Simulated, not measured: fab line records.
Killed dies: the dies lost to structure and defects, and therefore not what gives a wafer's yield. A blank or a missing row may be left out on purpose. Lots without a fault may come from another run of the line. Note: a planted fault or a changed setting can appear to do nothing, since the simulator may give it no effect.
Split-lot trial + flow sky130 + on a route of 708 steps: 5 lots, 23 wafers read

## SPLIT DETAILS
At SKY_SONOS_ONO_COAT_08 (resist thk 1140 nm), the setting spin rpm was moved away from the recipe's 3000 rpm on 7 of the 23 wafers read, by -4.5% to +2.7%. For the rest of the wafers, this setting stayed at what the recipe calls for.

## FROM THE SPLIT TO THE READING: what the file shows between them, 3 steps
- SKY_SONOS_ONO_SOFTBAKE_09: time 60 s (also split here: time s)
- SKY_SONOS_ONO_EXPOSE_10: exposes mask ONOM, target cd 410 nm
- SKY_SONOS_ONO_PEB_11

## THE READING
NOVOLAK_of_SONOS_ONO_COAT_08.thk nm (the simulator's own value, which no gauge read), in nm, at SKY_SONOS_ONO_ETCH_15 (etches the open film in CHF3/O2, target depth 19.52 nm, time 7.8 s). The file gives no usual value for it. Average 1126 nm, standard deviation 4 nm, over the 16 wafers here run with the recipe.

| wafer  | tool, chamber at the split | spin rpm as run, rpm | against the recipe | NOVOLAK_of_SONOS_ONO_COAT_08.thk nm, nm | against lot-mates on the recipe |
|--------|----------------------------|----------------------|--------------------|-----------------------------------------|---------------------------------|
| L077.1 | litho track-03, 0          | 3000                 | recipe             | 1123                                    | -                               |
| L077.2 | litho track-03, 0          | 3000                 | recipe             | 1120                                    | -                               |
| L077.4 | litho track-03, 0          | 3063                 | +2.1%              | 1112                                    | -10                             |
| L077.5 | litho track-03, 0          | 3063                 | +2.1%              | 1113                                    | -9                              |
| L077.6 | litho track-03, 0          | 3000                 | recipe             | 1122                                    | -                               |
| L078.1 | litho track-01, 0          | 3000                 | recipe             | 1126                                    | -                               |
| L078.4 | litho track-01, 0          | 3000                 | recipe             | 1126                                    | -                               |
| L078.2 | litho track-01, 0          | 3000                 | recipe             | 1127                                    | -                               |
| L078.3 | litho track-01, 0          | 2864                 | -4.5%              | 1156                                    | +30                             |
| L078.5 | litho track-01, 0          | 2864                 | -4.5%              | 1158                                    | +32                             |
| L081.1 | litho track-04, 0          | 3000                 | recipe             | 1132                                    | -                               |
| L081.4 | litho track-04, 0          | 3000                 | recipe             | 1130                                    | -                               |
| L081.5 | litho track-04, 0          | 3000                 | recipe             | 1130                                    | -                               |
| L082.2 | litho track-04, 0          | 3000                 | recipe             | 1130                                    | -                               |
| L082.3 | litho track-04, 0          | 3082                 | +2.7%              | 1113                                    | -16                             |
| L082.4 | litho track-04, 0          | 3082                 | +2.7%              | 1109                                    | -20                             |
| L082.5 | litho track-04, 0          | 3000                 | recipe             | 1128                                    | -                               |
| L082.6 | litho track-04, 0          | 3082                 | +2.7%              | 1106                                    | -23                             |
| L085.1 | litho track-03, 0          | 3000                 | recipe             | 1119                                    | -                               |
| L085.4 | litho track-03, 0          | 3000                 | recipe             | 1119                                    | -                               |
| L085.2 | litho track-03, 0          | 3000                 | recipe             | 1123                                    | -                               |
| L085.3 | litho track-03, 0          | 3000                 | recipe             | 1127                                    | -                               |
| L085.5 | litho track-03, 0          | 3000                 | recipe             | 1126                                    | -                               |

FIT RESULTS
A straight line over all 23 wafers: NOVOLAK_of_SONOS_ONO_COAT_08.thk nm changes by -6.56 nm for each +1% of spin rpm; r = -0.96; the points scatter about the line by 3.7 nm.
The same after taking each lot's own level away (the mean of its wafers on the recipe; 23 wafers): -6.62 nm for each +1%; r = -0.98; scatter 2.6 nm.
On that fit, the largest move of spin rpm shifts the reading by 30 nm.
From 1121.7 to 1130.7 nm: that is the span of the lots' own levels, equal to 2.3 times the standard deviation above.
So the lot-to-lot level changes the slope little: the two slopes agree.
Check: +30.6 nm against its lot-mates is what the line predicts for one of the wafers moved furthest among these (-4.5%) when that wafer is left out of the fit. It came out at +29.7 nm against them.

## ADDITIONAL SPLITS CARRIED BY THESE WAFERS
Note: prior to the reading, these wafers also went through further splits. Each is held against what the fit with the lots' levels taken away leaves over:
| other split on the same wafers   | wafers away from the commonest value | r with NOVOLAK_of_SONOS_ONO_COAT_08.thk nm (lot level and that fit taken away) |
|----------------------------------|--------------------------------------|--------------------------------------------------------------------------------|
| SKY_SONOS_ONO_SOFTBAKE_09 time s | 4                                    | -0.59                                                                          |

## THE WHOLE CHAIN: every reading that the file lists as answering this split, in the file's order
| step                      | what it does                                                       | reading                                                                              | change (the file's fit)              | r (the file's) |
|---------------------------|--------------------------------------------------------------------|--------------------------------------------------------------------------------------|--------------------------------------|----------------|
| SKY_SONOS_ONO_COAT_08     | resist thk 1140 nm                                                 | NOVOLAK_of_SONOS_ONO_COAT_08.thk nm (the simulator's own value, which no gauge read) | -6.35 nm for each +1% of the setting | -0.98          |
| SKY_SONOS_ONO_SOFTBAKE_09 | time 60 s                                                          | NOVOLAK_of_SONOS_ONO_COAT_08.thk nm (the simulator's own value, which no gauge read) | -6.51 nm for each +1% of the setting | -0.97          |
| SKY_SONOS_ONO_ETCH_15     | etches the open film in CHF3/O2, target depth 19.52 nm, time 7.8 s | NOVOLAK_of_SONOS_ONO_COAT_08.thk nm (the simulator's own value, which no gauge read) | -6.43 nm for each +1% of the setting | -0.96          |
| SKY_SONOS_ONO_STRIP_17    | strips in O2/N2                                                    | strip time to endpoint s                                                             | withheld for each +1% of the setting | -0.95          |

## FILE'S OWN FIT
NOVOLAK_of_SONOS_ONO_COAT_08.thk nm changes by -6.43 nm for each +1% of spin rpm, r = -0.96.
